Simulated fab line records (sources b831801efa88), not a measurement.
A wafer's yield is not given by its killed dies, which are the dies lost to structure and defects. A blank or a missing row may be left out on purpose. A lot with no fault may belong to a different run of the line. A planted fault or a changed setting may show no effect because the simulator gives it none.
fab line records	flow sky130
record: lots: 13	wafers: 39	last-day: 50
route steps=708 shown NWELL@63 VT_ADJUST_LVTN@104 POLY_GATE@231 PAD_OPEN@708
lots that met no fault: taken from a fault-free run of the same line
start-h: hours from the record's opening day to when the first of the lot's shown wafers began	wait-h: time in hours since the lot's previous step	" as in the row above	L1.1+2: a row that stands for several wafers	- no value, or no start given	* or withheld: withheld	< > ~ a bound
route shown NAME@n: a module of which the file shows steps, and the number in the route of the first	usual: the fault-free wafers' mean and standard deviation	same: alike in all rows	chamber/n: place in a boat	sites: per-site readings	_std_site: their standard deviation	_edge_site: inner sites' mean taken away from outer sites' mean	radius-mm: for every site, how far away it sits from the centre of the wafer	mask NAME#n: copy n	behind: the last tool/chamber to shape the wafer	hold: why the lot went on hold/how many hours it stayed there/how the hold came to an end	device: transistor that didn't switch, given as n, p or np	end of line: at the end of the route, the tests of the same wafers	where a step has no rows: the recipe by itself	killed: not the wafer's yield, but the dies lost to structure and defects at the first sort	map: dies across one wafer; x = killed, . = not, _ = none there
set.NAME: the setting as run; set.NAME@STEP: as run at that earlier step	model.NAME: the simulator's own value behind a step, which no gauge read
the route's steps for a sample of lots (tables are steps, rows are wafers)
services: a tool's chamber out of use, with start hour (start-h, from the record's first day; less than 0 if before it), hours out, and reason
== steps ==
step: SKY_NWELL_OVL_MEAS_10
usual: NWELL_00_OVL: -0.9/1.4
lot.wafer	tool	chamber	start-h	wait-h	NWELL_00_OVL[nm]
L999.2	overlay-01	-	105.13	-	-1.3
L999.4	"	-	"	"	-2.1
L999.6	"	-	"	"	-1.4
L100.2	overlay-02	-	110.38	-	-2.3
L100.3	"	-	"	"	-1.4
L100.5	"	-	"	"	-2.8
L101.2	overlay-01	-	115.57	-	-0.4
L101.3	"	-	"	"	-0.7
L101.5	"	-	"	"	0.3
L102.2	overlay-02	-	120.98	-	0.1
L102.4	"	-	"	"	1.4
L102.5	"	-	"	"	1.1
L103.1	overlay-01	-	127.81	-	-1.0
L103.2	"	-	"	"	-0.4
L103.6	"	-	"	"	-0.6
L104.1	overlay-02	-	134.32	-	-1.2
L104.4	"	-	"	"	-1.0
L104.6	"	-	"	"	-0.7
L111.1	overlay-01	-	173.31	-	1.1
L111.2	"	-	"	"	1.5
L111.5	"	-	"	"	1.1
L112.1	overlay-01	-	178.82	-	-1.6
L112.2	"	-	"	"	-1.5
L112.5	"	-	"	"	0.6
L113.2	overlay-02	-	184.47	-	-3.9
L113.5	"	-	"	"	-3.2
L113.6	"	-	"	"	-3.0
L114.1	overlay-02	-	190.27	-	1.3
L114.3	"	-	"	"	0.1
L114.4	"	-	"	"	-1.2
L115.1	overlay-02	-	195.16	-	-2.3
L115.3	"	-	"	"	-1.2
L115.6	"	-	"	"	-1.1
L116.2	overlay-01	-	203.17	-	0.1
L116.4	"	-	"	"	2.7
L116.5	"	-	"	"	0.9
L119.2	overlay-02	-	223.78	-	-2.5
L119.4	"	-	"	"	-0.9
L119.6	"	-	"	"	-3.2
step: SKY_VT_ADJUST_LVTN_OVL_MEAS_07
usual: VT_ADJUST_LVTN_OVL: -0.3/1.6
lot.wafer	tool	chamber	start-h	wait-h	VT_ADJUST_LVTN_OVL[nm]
L999.2	overlay-01	-	162.78	-	-0.5
L999.4	"	-	"	"	-1.2
L999.6	"	-	"	"	-1.9
L100.2	overlay-02	-	168.84	-	0.1
L100.3	"	-	"	"	-1.9
L100.5	"	-	"	"	1.5
L101.2	overlay-02	-	175.53	-	-1.8
L101.3	"	-	"	"	-2.3
L101.5	"	-	"	"	-1.0
L102.2	overlay-02	-	181.87	-	0.5
L102.4	"	-	"	"	-0.5
L102.5	"	-	"	"	0.8
L103.1	overlay-02	-	187.26	-	-1.2
L103.2	"	-	"	"	1.4
L103.6	"	-	"	"	-0.6
L104.1	overlay-01	-	195.92	-	0.4
L104.4	"	-	"	"	0.4
L104.6	"	-	"	"	-1.6
L111.1	overlay-02	-	240.68	-	1.0
L111.2	"	-	"	"	0.4
L111.5	"	-	"	"	0.3
L112.1	overlay-01	-	245.67	-	-2.1
L112.2	"	-	"	"	-0.4
L112.5	"	-	"	"	-0.6
L113.2	overlay-01	-	252.68	-	3.8
L113.5	"	-	"	"	3.6
L113.6	"	-	"	"	1.3
L114.1	overlay-01	-	258.83	-	-1.1
L114.3	"	-	"	"	-1.6
L114.4	"	-	"	"	0.4
L115.1	overlay-02	-	263.52	-	-1.3
L115.3	"	-	"	"	-1.2
L115.6	"	-	"	"	-1.0
L116.2	overlay-02	-	271.97	-	-2.5
L116.4	"	-	"	"	-2.5
L116.5	"	-	"	"	-1.9
L119.2	overlay-02	-	296.08	-	-1.6
L119.4	"	-	"	"	-3.8
L119.6	"	-	"	"	-1.6
step: SKY_VT_ADJUST_LVTN_OVL_MEAS_18
usual: VT_ADJUST_LVTN_01_OVL: -0.1/1.4
lot.wafer	tool	chamber	start-h	wait-h	VT_ADJUST_LVTN_01_OVL[nm]
L999.2	overlay-02	-	183.43	0.1	1.7
L999.4	"	-	"	"	0.8
L999.6	"	-	"	"	0.3
L100.2	overlay-02	-	189.33	0.1	1.3
L100.3	"	-	"	"	1.7
L100.5	"	-	"	"	2.0
L101.2	overlay-01	-	196.53	0.1	-0.4
L101.3	"	-	"	"	-1.2
L101.5	"	-	"	"	-0.9
L102.2	overlay-02	-	202.82	0.1	-0.9
L102.4	"	-	"	"	1.8
L102.5	"	-	"	"	0.6
L103.1	overlay-02	-	208.41	0.1	3.4
L103.2	"	-	"	"	1.2
L103.6	"	-	"	"	1.3
L104.1	overlay-01	-	217.91	0.1	-1.2
L104.4	"	-	"	"	0.4
L104.6	"	-	"	"	-1.2
L111.1	overlay-02	-	264.12	0.1	-1.7
L111.2	"	-	"	"	-0.6
L111.5	"	-	"	"	-0.7
L112.1	overlay-02	-	269.88	0.1	0.5
L112.2	"	-	"	"	1.5
L112.5	"	-	"	"	-1.2
L113.2	overlay-02	-	277.13	0.1	0.1
L113.5	"	-	"	"	0.6
L113.6	"	-	"	"	-1.2
L114.1	overlay-02	-	282.08	0.1	-0.7
L114.3	"	-	"	"	-0.4
L114.4	"	-	"	"	0.9
L115.1	overlay-02	-	287.11	0.1	0.3
L115.3	"	-	"	"	-0.6
L115.6	"	-	"	"	-0.3
L116.2	overlay-02	-	296.19	0.1	-0.5
L116.4	"	-	"	"	-2.9
L116.5	"	-	"	"	-1.9
L119.2	overlay-01	-	321.89	0.1	0.1
L119.4	"	-	"	"	1.5
L119.6	"	-	"	"	0.3
step: SKY_POLY_GATE_ETCH_17
recipe: target-depth-nm: 180	stop-on: SiO2	over-etch-frac: 0.56667	chemistry: HBr/Cl2	target: poly-Si	icp-w: 400	bias-w: 100	pressure-mtorr: 10	HBr_flow_sccm: 150	Cl2_flow_sccm: 50	time-s: 70.5
usual: bias-w: 100.00/0.3	chamber-pressure-mTorr: 10.000/0.0081	drypump-motor-current-A: 5.8/0.51	oes-product-au: 0.985/0.0074	rf-fwd-power-W: 397.1/1.3	throttle-valve-pct: 33.684/0.0094
lot.wafer	tool	chamber	start-h	wait-h	bias-w	chamber-pressure-mTorr	drypump-motor-current-A	oes-product-au	rf-fwd-power-W	rf-hours-counter-h	throttle-valve-pct
L999.2	rie-si-02	1	408.97	0.0	100.11	9.985	5.9	0.992	399.3	57	33.682
L999.4	"	0	"	"	100.24	10.001	5.8	0.988	396.1	68	33.686
L999.6	"	1	"	"	100.12	9.999	5.9	0.990	396.9	-	33.690
L100.2	rie-si-01	3	411.41	0.0	100.21	9.985	6.8	0.996	396.9	42	33.676
L100.3	"	2	"	"	100.57	10.002	6.4	0.994	396.2	33	33.677
L100.5	"	2	"	"	100.32	10.008	6.3	0.990	398.1	-	33.683
L101.2	rie-si-02	0	411.62	0.0	100.47	9.989	5.9	0.982	396.6	68	33.698
L101.3	"	3	"	"	99.37	10.001	5.4	0.992	395.5	67	33.682
L101.5	"	2	"	"	100.55	9.990	5.5	0.979	398.4	-	33.675
L103.1	rie-si-01	1	427.32	0.0	100.09	9.998	5.5	0.985	397.8	39	33.679
L103.2	"	2	"	"	100.14	9.982	6.4	0.992	399.4	33	33.669
L103.6	"	2	"	"	99.89	9.989	6.4	0.988	397.6	-	33.694
L102.2	rie-si-02	1	427.67	0.0	100.03	9.995	5.9	1.006	459.8	57	33.682
L102.4	"	3	"	"	99.85	9.997	5.4	1.000	460.1	67	33.679
L102.5	"	0	"	"	99.81	9.999	5.9	1.007	462.3	-	33.682
L104.1	rie-si-02	3	451.01	0.0	100.21	10.003	5.4	0.984	460.0	68	33.679
L104.4	"	1	"	"	99.60	10.009	5.9	0.998	460.8	-	33.678
L104.6	"	3	"	"	99.85	10.004	5.4	0.986	458.8	-	33.679
L111.1	rie-si-01	0	509.86	0.0	99.87	10.003	5.0	0.988	397.3	1	33.693
L111.2	"	3	"	"	100.01	9.988	6.8	0.999	396.6	43	33.688
L111.5	"	1	"	"	99.31	10.005	5.4	0.994	399.0	-	33.680
L112.1	rie-si-02	1	511.51	0.0	100.29	9.999	5.9	0.990	397.6	0	33.661
L112.2	"	0	"	"	100.05	10.011	5.9	0.990	397.4	0	33.671
L112.5	"	2	"	"	100.32	9.997	5.4	0.977	395.4	-	33.688
L114.1	rie-si-02	2	520.31	0.0	100.20	10.009	5.5	0.978	396.9	1	33.681
L114.3	"	1	"	"	99.93	9.996	5.9	0.997	396.8	0	33.668
L114.4	"	3	"	"	99.86	9.997	5.4	0.985	396.8	0	33.698
L113.2	rie-si-01	2	522.02	0.0	100.02	9.990	6.3	0.983	397.2	33	33.679
L113.5	"	2	"	"	100.23	9.989	6.4	0.990	398.6	-	33.687
L113.6	"	3	"	"	100.32	9.998	6.8	0.993	395.7	-	33.677
L115.1	rie-si-02	3	528.51	0.0	100.03	10.000	5.4	0.989	396.4	0	33.678
L115.3	"	0	"	"	99.97	10.002	5.9	0.987	399.4	0	33.684
L115.6	"	2	"	"	99.79	9.996	5.4	0.972	397.5	-	33.689
L116.2	rie-si-01	2	558.07	0.0	100.06	10.005	6.4	0.979	395.7	33	33.694
L116.4	"	2	"	"	99.56	10.006	6.3	0.980	396.0	-	33.686
L116.5	"	1	"	"	99.84	10.003	5.5	0.991	396.9	-	33.668
L119.2	rie-si-02	3	567.87	0.0	100.04	10.009	5.4	0.982	394.6	0	33.673
L119.4	"	2	"	"	100.23	10.009	5.5	0.965	398.5	1	33.689
L119.6	"	2	"	"	100.49	10.012	5.5	0.978	398.5	-	33.689
step: SKY_PAD_OPEN_PROBE_99
usual: killed_at_M0_to_M3: 42/6.6	killed_at_M4_up: 3.0/1.7	killed-at-contacts: 24/5.3	killed-at-front-end: 15/4.5	killed-at-other: 0.2/0.49	killed-dies: 83/9	killed-on-rim: 16/4	killed-open: 45/6.9	killed-short: 38/5.8
same: gross-dies: 492	killed-at-back-side: 0
lot.wafer	tool	chamber	start-h	wait-h	killed_at_M0_to_M3	killed_at_M4_up	killed-at-contacts	killed-at-front-end	killed-at-other	killed-dies	killed-on-rim	killed-open	killed-short
L100.2	prober-01	-	1116.31	0.1	37	3	29	8	0	77	15	41	36
L100.3	prober-01	-	1116.36	0.2	41	6	30	16	0	93	24	51	42
L100.5	prober-01	-	1116.46	0.2	40	4	28	9	0	81	17	47	34
L102.2	prober-02	-	1116.33	0.1	50	3	14	12	0	79	12	39	40
L102.4	prober-02	-	1116.43	0.2	44	3	25	16	0	88	17	42	46
L102.5	prober-02	-	1116.48	0.2	34	2	15	14	0	65	12	32	33
L101.2	prober-01	-	1116.61	0.3	49	6	19	20	0	94	24	53	41
L101.3	prober-01	-	1116.66	0.3	38	6	21	17	0	82	16	46	36
L101.5	prober-01	-	1116.76	0.4	31	1	27	11	0	70	14	39	31
L999.2	prober-02	-	1116.63	0.3	44	2	15	10	0	71	12	35	36
L999.4	prober-02	-	1116.73	0.4	43	6	26	11	0	86	14	51	35
L999.6	prober-02	-	1116.83	0.4	46	3	15	9	0	73	9	34	39
L103.1	prober-01	-	1117.76	0.1	41	4	33	13	0	91	22	52	39
L103.2	prober-01	-	1117.81	0.1	32	1	28	16	0	77	18	35	42
L103.6	prober-01	-	1118.01	0.2	39	1	27	13	0	80	7	50	30
L104.1	prober-01	-	1131.93	0.1	36	1	26	15	0	78	12	46	32
L104.4	prober-01	-	1132.08	0.2	36	0	22	20	0	78	13	50	28
L104.6	prober-01	-	1132.18	0.2	27	1	34	15	2	79	20	45	34
L111.1	prober-02	-	1168.09	0.1	54	5	20	10	0	89	11	47	40
L111.2	prober-02	-	1168.14	0.1	43	4	26	16	1	90	13	47	41
L111.5	prober-02	-	1168.29	0.2	57	5	18	14	0	94	21	46	48
L112.1	prober-01	-	1168.44	0.1	47	2	31	12	0	92	15	48	44
L112.2	prober-01	-	1168.49	0.1	41	3	32	9	2	87	14	41	44
L112.5	prober-01	-	1168.64	0.2	49	2	38	15	0	104	20	51	53
L114.1	prober-01	-	1172.24	0.1	44	1	15	13	0	73	11	38	35
L114.3	prober-01	-	1172.34	0.2	53	4	22	13	0	92	17	52	39
L114.4	prober-01	-	1172.39	0.2	53	2	17	10	0	82	17	45	37
L113.2	prober-02	-	1172.70	0.1	33	1	20	22	0	76	19	41	35
L113.5	prober-02	-	1172.85	0.2	33	6	26	8	0	73	8	45	28
L113.6	prober-02	-	1172.90	0.2	41	4	33	13	0	91	19	56	35
L115.1	prober-02	-	1186.00	0.1	38	4	29	18	0	89	19	49	39
L115.3	prober-02	-	1186.10	0.2	41	7	24	16	0	88	24	48	39
L115.6	prober-02	-	1186.25	0.2	60	5	26	11	0	102	25	56	46
L119.2	prober-02	-	1195.96	0.1	43	4	25	18	0	90	21	50	40
L119.4	prober-02	-	1196.06	0.2	43	2	29	14	1	89	19	52	37
L119.6	prober-02	-	1196.16	0.2	54	2	22	20	0	98	20	56	42
L116.2	prober-01	-	1196.92	0.1	37	3	26	23	0	89	11	41	47
L116.4	prober-01	-	1197.02	0.2	39	1	16	14	0	70	11	37	33
L116.5	prober-01	-	1197.07	0.2	36	2	30	15	0	83	14	50	33
killed by level:class
L100.2 CONTACT:geometric-particle:open=10 LI_CONTACT:geometric-particle:open=8 VIA1:geometric-particle:open=7 VIA1:geometric-particle:short=7 VIA3:geometric-particle:open=7 LI_CONTACT:geometric-particle:short=4 CONTACT:geometric-particle:short=4 METAL2:geometric-particle:short=4
L102.2 METAL1:geometric-particle:short=9 VIA3:geometric-particle:open=8 VIA1:geometric-particle:open=8 CONTACT:geometric-particle:open=7 FIELD_ISO:geometric-particle:short=5 METAL2:geometric-particle:short=5 VIA2:geometric-particle:open=5 VIA1:geometric-particle:short=4
L100.3 CONTACT:geometric-particle:open=12 METAL2:geometric-particle:short=8 VIA1:geometric-particle:open=8 VIA3:geometric-particle:open=8 LI_CONTACT:geometric-particle:open=7 SPACER:geometric-particle:open=6 CONTACT:geometric-particle:short=5 METAL4:geometric-particle:short=5
L102.4 LI_CONTACT:geometric-particle:open=11 VIA1:geometric-particle:open=9 METAL1:geometric-particle:short=7 VIA3:geometric-particle:open=6 FIELD_ISO:geometric-particle:short=5 CONTACT:geometric-particle:short=5 METAL2:geometric-particle:short=4 CONTACT:geometric-particle:open=4
L100.5 CONTACT:geometric-particle:open=15 VIA1:geometric-particle:open=9 VIA3:geometric-particle:open=8 METAL2:geometric-particle:short=6 VIA2:geometric-particle:open=6 METAL1:geometric-particle:short=5 LOCAL_INTERCONNECT:geometric-particle:short=4 METAL4:geometric-particle:short=4
L102.5 VIA3:geometric-particle:open=7 CONTACT:geometric-particle:open=6 VIA2:geometric-particle:short=5 FIELD_ISO:geometric-particle:short=4 VIA2:geometric-particle:open=4 VIA1:geometric-particle:open=4 METAL2:geometric-particle:short=4 METAL3:geometric-particle:short=4
L101.2 VIA1:geometric-particle:open=13 CONTACT:geometric-particle:open=10 METAL2:geometric-particle:short=8 VIA2:geometric-particle:open=7 FIELD_ISO:geometric-particle:short=5 METAL4:geometric-particle:short=5 POLY_GATE:geometric-particle:short=4 METAL2:geometric-particle:open=4
L999.2 VIA1:geometric-particle:short=8 VIA2:geometric-particle:open=8 METAL1:geometric-particle:short=6 METAL2:geometric-particle:short=5 FIELD_ISO:geometric-particle:open=4 CONTACT:geometric-particle:short=4 VIA3:geometric-particle:open=4 VIA1:geometric-particle:open=4
L101.3 VIA1:geometric-particle:open=11 CONTACT:geometric-particle:open=7 METAL1:geometric-particle:short=6 FIELD_ISO:geometric-particle:open=5 LI_CONTACT:geometric-particle:open=5 VIA2:geometric-particle:open=5 METAL4:geometric-particle:short=4 POLY_GATE:geometric-particle:open=3
L999.4 CONTACT:geometric-particle:open=9 VIA1:geometric-particle:open=9 LI_CONTACT:geometric-particle:open=8 VIA3:geometric-particle:open=5 METAL2:geometric-particle:short=5 METAL1:geometric-particle:short=4 VIA2:geometric-particle:open=4 FIELD_ISO:geometric-particle:short=3
L101.5 CONTACT:geometric-particle:open=7 VIA1:geometric-particle:open=7 LI_CONTACT:geometric-particle:open=6 FIELD_ISO:geometric-particle:open=5 LI_CONTACT:geometric-particle:short=5 CONTACT:geometric-particle:short=5 VIA3:geometric-particle:open=5 METAL1:geometric-particle:short=4
L999.6 METAL1:geometric-particle:short=10 VIA1:geometric-particle:open=10 CONTACT:geometric-particle:open=6 FIELD_ISO:geometric-particle:short=5 LI_CONTACT:geometric-particle:open=5 VIA1:geometric-particle:short=5 VIA2:geometric-particle:open=5 VIA2:geometric-particle:short=4
L103.1 CONTACT:geometric-particle:open=12 VIA1:geometric-particle:open=10 CONTACT:geometric-particle:short=9 LI_CONTACT:geometric-particle:open=7 METAL1:geometric-particle:short=7 METAL2:geometric-particle:short=6 VIA2:geometric-particle:open=5 FIELD_ISO:geometric-particle:open=4
L103.2 CONTACT:geometric-particle:open=10 VIA1:geometric-particle:open=9 FIELD_ISO:geometric-particle:short=7 CONTACT:geometric-particle:short=7 LI_CONTACT:geometric-particle:open=5 METAL1:geometric-particle:short=5 METAL2:geometric-particle:short=5 POLY_GATE:geometric-particle:short=4
L103.6 CONTACT:geometric-particle:open=16 VIA1:geometric-particle:open=9 METAL2:geometric-particle:short=7 VIA3:geometric-particle:open=5 POLY_GATE:geometric-particle:open=4 LI_CONTACT:geometric-particle:open=4 VIA1:geometric-particle:short=4 VIA2:geometric-particle:open=4
L104.1 LI_CONTACT:geometric-particle:open=11 VIA1:geometric-particle:open=9 VIA2:geometric-particle:open=7 LOCAL_INTERCONNECT:geometric-particle:short=5 METAL3:geometric-particle:short=5 FIELD_ISO:geometric-particle:short=4 LI_CONTACT:geometric-particle:short=4 VIA3:geometric-particle:open=4
L104.4 VIA1:geometric-particle:open=13 LI_CONTACT:geometric-particle:open=10 CONTACT:geometric-particle:open=8 POLY_GATE:geometric-particle:short=6 VIA2:geometric-particle:open=5 VIA3:geometric-particle:open=5 FIELD_ISO:geometric-particle:open=4 POLY_GATE:geometric-particle:open=3
L104.6 CONTACT:geometric-particle:open=9 VIA3:geometric-particle:open=8 LI_CONTACT:geometric-particle:open=8 CONTACT:geometric-particle:short=6 LOCAL_INTERCONNECT:geometric-particle:short=5 VIA1:geometric-particle:open=5 FIELD_ISO:geometric-particle:short=4 METAL2:geometric-particle:short=4
L111.1 METAL2:geometric-particle:short=12 VIA1:geometric-particle:open=10 CONTACT:geometric-particle:open=8 VIA2:geometric-particle:open=6 LI_CONTACT:geometric-particle:open=5 METAL1:geometric-particle:short=5 VIA3:geometric-particle:open=5 POLY_GATE:geometric-particle:open=4
L111.2 VIA1:geometric-particle:open=12 LI_CONTACT:geometric-particle:open=9 CONTACT:geometric-particle:open=9 METAL2:geometric-particle:short=7 POLY_GATE:geometric-particle:short=5 VIA2:geometric-particle:open=5 LOCAL_INTERCONNECT:geometric-particle:short=4 METAL1:geometric-particle:short=4
L111.5 VIA1:geometric-particle:open=12 VIA1:geometric-particle:short=9 VIA3:geometric-particle:open=8 METAL1:geometric-particle:short=6 VIA2:geometric-particle:open=6 FIELD_ISO:geometric-particle:short=5 CONTACT:geometric-particle:open=5 METAL3:geometric-particle:short=5
L112.1 VIA1:geometric-particle:open=13 CONTACT:geometric-particle:short=9 CONTACT:geometric-particle:open=8 METAL2:geometric-particle:short=8 VIA3:geometric-particle:open=8 VIA2:geometric-particle:open=6 LI_CONTACT:geometric-particle:open=5 METAL1:geometric-particle:short=5
L112.2 VIA1:geometric-particle:open=11 CONTACT:geometric-particle:open=9 VIA1:geometric-particle:short=9 LI_CONTACT:geometric-particle:short=7 METAL2:geometric-particle:short=7 CONTACT:geometric-particle:short=7 LI_CONTACT:geometric-particle:open=6 FIELD_ISO:geometric-particle:short=3
L112.5 CONTACT:geometric-particle:open=18 METAL2:geometric-particle:short=8 METAL1:geometric-particle:short=7 VIA1:geometric-particle:short=7 LOCAL_INTERCONNECT:geometric-particle:short=6 CONTACT:geometric-particle:short=6 FIELD_ISO:geometric-particle:short=5 POLY_GATE:geometric-particle:open=5
L114.1 VIA1:geometric-particle:open=10 VIA2:geometric-particle:open=9 METAL1:geometric-particle:short=5 LI_CONTACT:geometric-particle:open=5 VIA1:geometric-particle:short=5 METAL2:geometric-particle:short=5 FIELD_ISO:geometric-particle:short=3 POLY_GATE:geometric-particle:short=3
L114.3 VIA1:geometric-particle:open=16 VIA3:geometric-particle:open=9 LI_CONTACT:geometric-particle:open=6 LOCAL_INTERCONNECT:geometric-particle:short=6 CONTACT:geometric-particle:open=6 VIA1:geometric-particle:short=5 VIA2:geometric-particle:open=5 METAL1:geometric-particle:short=4
L114.4 VIA1:geometric-particle:open=10 METAL2:geometric-particle:short=10 CONTACT:geometric-particle:open=8 VIA3:geometric-particle:open=8 VIA2:geometric-particle:open=6 LI_CONTACT:geometric-particle:open=5 METAL3:geometric-particle:short=4 VIA1:geometric-particle:short=4
L113.2 LI_CONTACT:geometric-particle:open=10 VIA1:geometric-particle:open=8 FIELD_ISO:geometric-particle:open=6 FIELD_ISO:geometric-particle:short=5 POLY_GATE:geometric-particle:short=5 VIA1:geometric-particle:short=5 VIA3:geometric-particle:open=5 METAL1:geometric-particle:short=4
L113.5 LI_CONTACT:geometric-particle:open=8 CONTACT:geometric-particle:short=7 CONTACT:geometric-particle:open=7 VIA1:geometric-particle:open=7 METAL1:geometric-particle:open=5 VIA2:geometric-particle:open=4 VIA4:geometric-particle:open=3 METAL1:geometric-particle:short=3
L113.6 CONTACT:geometric-particle:open=15 LI_CONTACT:geometric-particle:open=9 VIA1:geometric-particle:open=8 FIELD_ISO:geometric-particle:open=7 VIA2:geometric-particle:open=7 VIA3:geometric-particle:open=7 METAL2:geometric-particle:short=5 CONTACT:geometric-particle:short=4
L115.1 CONTACT:geometric-particle:open=10 METAL2:geometric-particle:short=9 LI_CONTACT:geometric-particle:open=8 VIA1:geometric-particle:open=7 FIELD_ISO:geometric-particle:open=6 CONTACT:geometric-particle:short=6 FIELD_ISO:geometric-particle:short=4 SPACER:geometric-particle:open=4
L115.3 CONTACT:geometric-particle:open=9 VIA1:geometric-particle:open=9 LI_CONTACT:geometric-particle:open=7 METAL1:geometric-particle:short=6 VIA3:geometric-particle:open=6 METAL4:geometric-particle:short=6 VIA2:geometric-particle:open=5 FIELD_ISO:geometric-particle:short=3
L115.6 VIA3:geometric-particle:open=14 CONTACT:geometric-particle:open=10 VIA2:geometric-particle:open=10 VIA1:geometric-particle:short=6 VIA1:geometric-particle:open=6 LI_CONTACT:geometric-particle:open=5 LOCAL_INTERCONNECT:geometric-particle:short=5 METAL1:geometric-particle:short=5
L119.2 FIELD_ISO:geometric-particle:open=10 LI_CONTACT:geometric-particle:open=9 CONTACT:geometric-particle:open=8 VIA3:geometric-particle:open=8 VIA2:geometric-particle:open=8 METAL2:geometric-particle:short=7 METAL1:geometric-particle:short=6 VIA3:geometric-particle:short=5
L119.4 CONTACT:geometric-particle:open=15 FIELD_ISO:geometric-particle:open=8 LI_CONTACT:geometric-particle:open=6 VIA1:geometric-particle:open=6 METAL2:geometric-particle:short=6 VIA2:geometric-particle:open=6 FIELD_ISO:geometric-particle:short=5 CONTACT:geometric-particle:short=5
L119.6 VIA1:geometric-particle:open=12 VIA3:geometric-particle:open=10 FIELD_ISO:geometric-particle:short=9 VIA2:geometric-particle:open=9 CONTACT:geometric-particle:open=8 METAL1:geometric-particle:short=6 POLY_GATE:geometric-particle:short=5 CONTACT:geometric-particle:short=5
L116.2 FIELD_ISO:geometric-particle:short=11 LI_CONTACT:geometric-particle:open=8 VIA1:geometric-particle:open=7 LOCAL_INTERCONNECT:geometric-particle:short=6 VIA2:geometric-particle:short=6 CONTACT:geometric-particle:short=5 VIA3:geometric-particle:open=4 CONTACT:geometric-particle:open=4
L116.4 VIA1:geometric-particle:open=8 VIA2:geometric-particle:open=7 FIELD_ISO:geometric-particle:open=5 CONTACT:geometric-particle:open=5 CONTACT:geometric-particle:short=5 METAL1:geometric-particle:short=5 VIA1:geometric-particle:short=5 METAL3:geometric-particle:short=4
L116.5 VIA2:geometric-particle:open=11 LI_CONTACT:geometric-particle:open=10 CONTACT:geometric-particle:open=8 FIELD_ISO:geometric-particle:open=6 LOCAL_INTERCONNECT:geometric-particle:short=6 CONTACT:geometric-particle:short=4 METAL1:geometric-particle:short=4 VIA1:geometric-particle:open=4
== services ==
tool	chamber	start-h	hours	kind
rie-si-01	-	388.85	0.2	repair
rie-si-01	0	392.19	-	clean
rie-si-01	0	392.19	19.9	scheduled-down
rie-si-01	0	392.19	19.9	vent-cycle
rie-si-01	1	399.60	2.6	repair
rie-si-02	0	440.81	-	clean
rie-si-02	0	440.81	19.0	scheduled-down
rie-si-02	0	440.81	19.0	vent-cycle
rie-si-02	3	459.79	-	clean
rie-si-02	3	459.79	19.8	scheduled-down
rie-si-02	3	459.79	19.8	vent-cycle
rie-si-02	1	489.29	-	clean
rie-si-02	1	489.29	20.1	scheduled-down
rie-si-02	1	489.29	20.1	vent-cycle
rie-si-01	3	539.37	115.1	repair
== key ==
first-sign: step: SKY_POLY_GATE_ETCH_17	reading: rf-fwd-power-W	direction: up	sigmas: 47	usual: 397.1	struck: 460.3
effect: step: SKY_POLY_GATE_ETCH_17	reading: oes-product-au	direction: up	sigmas: 1.6	usual: 0.985	struck: 0.997	wafers-moved: 2
met-at SKY_POLY_GATE_ETCH_17
struck-lots L102,L104
tester-left-out L102,L104
not-acting-at SKY_NWELL_OVL_MEAS_10,SKY_VT_ADJUST_LVTN_OVL_MEAS_07,SKY_VT_ADJUST_LVTN_OVL_MEAS_18
onset-between 411.62 427.67
fault: kind: process-parameter-drift	tool: rie-si-02	chamber: -	onset-h: 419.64	steps: SKY_POLY_GATE_ETCH_17	channel: icp-w	offset: 64	shape: step	end-h: 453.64	acts-in: these-recipes-only	stated: 400
tester-left-out: of these lots the tester's yield and bins aren't shown, on N5 and GAA mostly nor the transistor test; their killed dies are dies lost to structure and defects alone, not to doping, threshold or leakage, so they don't give the yield
